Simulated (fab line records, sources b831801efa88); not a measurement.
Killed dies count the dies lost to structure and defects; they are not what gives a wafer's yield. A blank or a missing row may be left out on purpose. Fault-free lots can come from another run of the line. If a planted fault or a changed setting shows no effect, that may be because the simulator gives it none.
A single fault, viewed from 2 desks || flow sky130 || numbers are kept per desk, each desk with only its own; the story behind them comes last

== THE METROLOGY DESK ==
What the gauges read for every lot (on any tool): the sampled wafers with a number, averaged. A lot is out of limits, marked OUT, if its mean lies more than 4 standard deviations from the usual mean; the brackets give that distance.
Columns: A = VIA4_HDPCVD_THK at SKY_VIA4_THK_MEAS_01, usual 1755 nm
{"lot": "L714", "first seen here": "day 42 05:21", "A": 1752}
{"lot": "L715", "first seen here": "day 42 11:41", "A": 1753}
{"lot": "L716", "first seen here": "day 42 13:11", "A": 1767}
{"lot": "L718", "first seen here": "day 42 22:52", "A": 1767}
{"lot": "L717", "first seen here": "day 43 12:43", "A": 1754}
{"lot": "L719", "first seen here": "day 43 23:03", "A": 1770}
{"lot": "L722", "first seen here": "day 44 18:50", "A": 1742}
{"lot": "L723", "first seen here": "day 45 04:58", "A": 1759}
{"lot": "L725", "first seen here": "day 45 09:54", "A": 1776}
{"lot": "L726", "first seen here": "day 45 17:01", "A": 1754}
{"lot": "L734", "first seen here": "day 47 03:20", "A": 1744}
{"lot": "L735", "first seen here": "day 47 09:31", "A": 1751}
This desk's finding: nothing out of limits on any of the 12 lots.

== DESK OF THE TOOL OWNER: rieMetal-04 ==
The tool's own readings at SKY_METAL1_METAL_ETCH_19 (etches the open film in Cl2/BCl3, stops on SiO2, target depth 360 nm, time 78 s): means of the sampled wafers that have a number, for each lot that ran on this tool. A lot is out of limits, marked OUT, if its mean lies more than 4 standard deviations from the usual mean; the brackets give that distance.
Columns: A = drypumpMotorCurrentA at SKY_METAL1_METAL_ETCH_19, usual 5.7 A; B = mfcCl2Sccm at SKY_METAL1_METAL_ETCH_19, usual 59.99 sccm; C = oesProductAu at SKY_METAL1_METAL_ETCH_19, usual 0.854 a.u.; D = throttleValvePct at SKY_METAL1_METAL_ETCH_19, usual 22.265 %
{"lot": "L714", "first seen here": "day 33 11:06", "A": 5.5, "B": 60.02, "C": 0.844, "D": 22.269}
{"lot": "L715", "first seen here": "day 33 14:51", "A": 5.5, "B": 60.04, "C": 0.857, "D": 22.251}
{"lot": "L726", "first seen here": "day 37 07:20", "A": 5.9, "B": 60.08, "C": 0.849, "D": 22.261}
{"lot": "L734", "first seen here": "day 39 02:39", "A": 5.8, "B": 60.04, "C": 0.859, "D": 22.260}
{"lot": "L735", "first seen here": "day 39 11:01", "A": 5.9, "B": 59.76, "C": 0.846, "D": 22.262}
This desk's finding: nothing out of limits on any of the 5 lots.

== PUT TOGETHER ==
Metrology desk: nothing out of limits seen.
Nothing out of limits was seen by the tool owner's desk.

== WHAT WAS PUT IN BY THE SIMULATOR ==
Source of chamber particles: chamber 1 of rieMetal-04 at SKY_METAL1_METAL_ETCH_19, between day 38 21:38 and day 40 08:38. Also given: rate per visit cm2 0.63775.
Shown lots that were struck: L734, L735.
